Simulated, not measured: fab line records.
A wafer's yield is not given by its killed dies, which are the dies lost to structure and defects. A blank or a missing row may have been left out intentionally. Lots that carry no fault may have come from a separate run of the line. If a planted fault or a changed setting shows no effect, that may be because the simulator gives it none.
Which of the tools did it? || flow gf180mcu || 14 lots, 42 wafers sampled, at 3 steps of a route of 602

== WHAT THE GAUGES SHOWED, per wafer ==
GF_STI_THK_MEAS_22.
{"lot": "L677", "measured": "day 2 10:17", "on": "film_metro-03", "STI_OXIDATION_01_THK (nm)": "15.6 15.7 15.3"}
{"lot": "L678", "measured": "day 2 18:34", "on": "film_metro-02", "STI_OXIDATION_01_THK (nm)": "15.0 15.2 15.2"}
{"lot": "L681", "measured": "day 3 06:39", "on": "film_metro-03", "STI_OXIDATION_01_THK (nm)": "14.8 15.1 14.7"}
{"lot": "L683", "measured": "day 3 15:57", "on": "film_metro-03", "STI_OXIDATION_01_THK (nm)": "15.5 15.8 15.7"}
{"lot": "L684", "measured": "day 3 20:53", "on": "film_metro-01", "STI_OXIDATION_01_THK (nm)": "14.8 14.3 14.9"}
{"lot": "L685", "measured": "day 4 08:05", "on": "film_metro-03", "STI_OXIDATION_01_THK (nm)": "14.4 14.5 14.6"}
{"lot": "L686", "measured": "day 4 08:05", "on": "film_metro-02", "STI_OXIDATION_01_THK (nm)": "15.1 14.9 14.8"}
{"lot": "L687", "measured": "day 4 13:30", "on": "film_metro-03", "STI_OXIDATION_01_THK (nm)": "15.0 14.4 14.5"}
{"lot": "L689", "measured": "day 5 03:37", "on": "film_metro-03", "STI_OXIDATION_01_THK (nm)": "14.8 14.9 15.0"}
{"lot": "L691", "measured": "day 5 08:50", "on": "film_metro-03", "STI_OXIDATION_01_THK (nm)": "15.2 15.2 15.2"}
{"lot": "L694", "measured": "day 5 23:24", "on": "film_metro-02", "STI_OXIDATION_01_THK (nm)": "14.6 14.7 14.5"}
{"lot": "L695", "measured": "day 6 05:07", "on": "film_metro-03", "STI_OXIDATION_01_THK (nm)": "15.2 15.5 15.0"}
{"lot": "L697", "measured": "day 6 15:31", "on": "film_metro-03", "STI_OXIDATION_01_THK (nm)": "15.3 15.4 15.3"}
{"lot": "L698", "measured": "day 6 21:18", "on": "film_metro-03", "STI_OXIDATION_01_THK (nm)": "14.9 15.0 15.1"}

GF_STI_THK_MEAS_24.
{"lot": "L677", "measured": "day 2 10:26", "on": "film_metro-03", "STI_CVD_23_THK (nm)": "646 650 640"}
{"lot": "L678", "measured": "day 2 18:42", "on": "film_metro-03", "STI_CVD_23_THK (nm)": "650 652 644"}
{"lot": "L681", "measured": "day 3 06:47", "on": "film_metro-01", "STI_CVD_23_THK (nm)": "651 640 654"}
{"lot": "L683", "measured": "day 3 16:05", "on": "film_metro-02", "STI_CVD_23_THK (nm)": "649 645 653"}
{"lot": "L684", "measured": "day 3 21:01", "on": "film_metro-03", "STI_CVD_23_THK (nm)": "649 641 640"}
{"lot": "L685", "measured": "day 4 08:13", "on": "film_metro-01", "STI_CVD_23_THK (nm)": "648 641 645"}
{"lot": "L686", "measured": "day 4 08:14", "on": "film_metro-03", "STI_CVD_23_THK (nm)": "647 643 647"}
{"lot": "L687", "measured": "day 4 13:38", "on": "film_metro-01", "STI_CVD_23_THK (nm)": "651 648 650"}
{"lot": "L689", "measured": "day 5 03:46", "on": "film_metro-02", "STI_CVD_23_THK (nm)": "657 651 642"}
{"lot": "L691", "measured": "day 5 08:59", "on": "film_metro-01", "STI_CVD_23_THK (nm)": "646 648 652"}
{"lot": "L694", "measured": "day 5 23:32", "on": "film_metro-02", "STI_CVD_23_THK (nm)": "640 639 644"}
{"lot": "L695", "measured": "day 6 05:15", "on": "film_metro-01", "STI_CVD_23_THK (nm)": "644 654 647"}
{"lot": "L697", "measured": "day 6 15:39", "on": "film_metro-02", "STI_CVD_23_THK (nm)": "634 651 640"}
{"lot": "L698", "measured": "day 6 21:26", "on": "film_metro-03", "STI_CVD_23_THK (nm)": "657 652 652"}

GF_VT_IMPLANT_OVL_MEAS_40.
{"lot": "L677", "measured": "day 8 00:41", "on": "overlay-01", "VT_IMPLANT_03_OVL (nm)": "-1.1 -0.7 -2.4"}
{"lot": "L678", "measured": "day 8 08:43", "on": "overlay-01", "VT_IMPLANT_03_OVL (nm)": "-1.0 -1.8 -2.0"}
{"lot": "L681", "measured": "day 8 22:47", "on": "overlay-02", "VT_IMPLANT_03_OVL (nm)": "0.8 1.4 0.5"}
{"lot": "L683", "measured": "day 9 10:55", "on": "overlay-02", "VT_IMPLANT_03_OVL (nm)": "2.8 2.5 2.8"}
{"lot": "L684", "measured": "day 9 21:35", "on": "overlay-01", "VT_IMPLANT_03_OVL (nm)": "0.8 -2.2 -3.7"}
{"lot": "L685", "measured": "day 10 09:25", "on": "overlay-01", "VT_IMPLANT_03_OVL (nm)": "0.6 -0.8 -0.8"}
{"lot": "L686", "measured": "day 10 09:43", "on": "overlay-01", "VT_IMPLANT_03_OVL (nm)": "0.0 0.6 -0.4"}
{"lot": "L687", "measured": "day 10 16:34", "on": "overlay-01", "VT_IMPLANT_03_OVL (nm)": "-1.4 -1.0 -2.3"}
{"lot": "L689", "measured": "day 11 09:29", "on": "overlay-01", "VT_IMPLANT_03_OVL (nm)": "-3.1 -3.6 -2.8"}
{"lot": "L691", "measured": "day 11 17:20", "on": "overlay-01", "VT_IMPLANT_03_OVL (nm)": "-0.8 -1.0 -0.2"}
{"lot": "L694", "measured": "day 12 13:19", "on": "overlay-02", "VT_IMPLANT_03_OVL (nm)": "1.5 0.4 2.0"}
{"lot": "L695", "measured": "day 12 22:50", "on": "overlay-01", "VT_IMPLANT_03_OVL (nm)": "-0.5 1.5 -0.2"}
{"lot": "L697", "measured": "day 13 11:47", "on": "overlay-02", "VT_IMPLANT_03_OVL (nm)": "3.2 2.7 2.6"}
{"lot": "L698", "measured": "day 13 19:02", "on": "overlay-02", "VT_IMPLANT_03_OVL (nm)": "1.3 2.3 2.3"}

== TOOL THAT RAN EACH LOT (tool first, then ch and the chambers of the sampled wafers, then the start) ==
No process step before these readings appears in the record.

== AS READ BY THE TOOLS THEMSELVES (means over the sampled wafers that have a number; for cases with no such wafer, the mark the record gives instead) ==
The record holds no such reading with a usual standard deviation.

== THE ANSWER, worked out from the rows above alone ==
Rule: the lots themselves supply what counts as usual. Put in order of their means at a reading, lots are off if they are a third of the lots or fewer, leave a main group of 4 or more, and stand apart from it by a gap of 3 or more times the standard deviation of the main group's means; of several such gaps the widest counts. If all means in a main group match to the digits the tables above print for the reading, that group is not used. Also off: a lot with no number at a reading for which 4 or more lots have one. The other lots that the step has rows for count as sound. After the gauges, taken in route order, come the tools' own readings; for these a lot's mean is taken, as printed above. At the first step where some lot is off, the reading lying furthest off is the one used; lots without a number count as furthest.
Across all readings shown, no lot is off: no conclusion can be drawn from this.

== WHAT THE SIMULATOR PUT IN ==
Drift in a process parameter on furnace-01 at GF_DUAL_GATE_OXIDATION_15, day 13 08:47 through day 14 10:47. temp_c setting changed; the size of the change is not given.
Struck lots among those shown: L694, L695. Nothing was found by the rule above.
